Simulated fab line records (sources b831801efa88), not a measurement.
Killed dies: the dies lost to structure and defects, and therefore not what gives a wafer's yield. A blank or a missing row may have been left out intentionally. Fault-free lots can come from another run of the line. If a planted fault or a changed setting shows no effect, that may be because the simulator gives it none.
One fault seen from 2 desks    flow gf180mcu    numbers are kept per desk, each desk with only its own; the story behind them comes last

== AT THE TOOL OWNER'S DESK: pvdSputter-04 ==
The tool's own readings at GF_M1_SPUTTER_00 (material Ti, target thk 37.5 nm, time 150 s): means of the sampled wafers that have a number, for each lot that ran on this tool. Marked OUT: a lot whose mean sits more than 4 standard deviations from the usual mean, which makes it out of limits; the brackets give that distance.
Columns: A = cathodeDcPowerW at GF_M1_SPUTTER_00, usual 3999.9 W; B = substrateTempC at GF_M1_SPUTTER_00, usual 199.97 C; C = throttleValvePct at GF_M1_SPUTTER_00, usual 31.0 %
lot   first seen here  A                         B       C
L312  day 20 01:23     4303.7 (+99 or more) OUT  199.91  30.7
L313  day 20 08:43     4302.9 (+99 or more) OUT  200.03  30.5
L324  day 24 01:19     4000.4                    199.99  30.5
Finding of this desk: L312, L313 out of limits; the first was L312 at day 20 01:23, on cathodeDcPowerW at GF_M1_SPUTTER_00. Within limits: L324.

== AT THE METROLOGY DESK ==
What the gauges read for every lot (on any tool): the sampled wafers with a number, averaged. Marked OUT: a lot whose mean sits more than 4 standard deviations from the usual mean, which makes it out of limits; the brackets give that distance.
Columns: A = CONTACT_W_RS at GF_CONTACT_RS_MEAS_25, usual 0.384 ohm/sq; B = CONTACT_W_THK at GF_CONTACT_THK_MEAS_26, usual 306 nm
lot   first seen here  A      B
L302  day 16 13:20     0.385  310
L312  day 20 00:56     0.384  300
L313  day 20 08:16     0.381  311
L321  day 23 00:50     0.383  308
L323  day 23 22:34     0.383  308
L324  day 24 00:38     0.385  307
Result from this desk: across the 6 lots, nothing is out of limits.

== ALL TOGETHER ==
An alarm could have come from the tool owner's desk at day 20 01:23, on L312, L313.
From the metrology desk's view, nothing was out of limits.
The metrology desk holds a record of L312, L313, inside its limits.
Every lot named ran GF_M1_SPUTTER_00 on pvdSputter-04.

== WHAT WAS PUT IN BY THE SIMULATOR ==
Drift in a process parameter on pvdSputter-04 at GF_M1_SPUTTER_00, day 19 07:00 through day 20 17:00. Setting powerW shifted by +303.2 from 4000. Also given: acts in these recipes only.
Struck lots among those shown: L312, L313.
Each desk's first reading out of limits, in hours after the fault started: the tool owner's desk, 18.
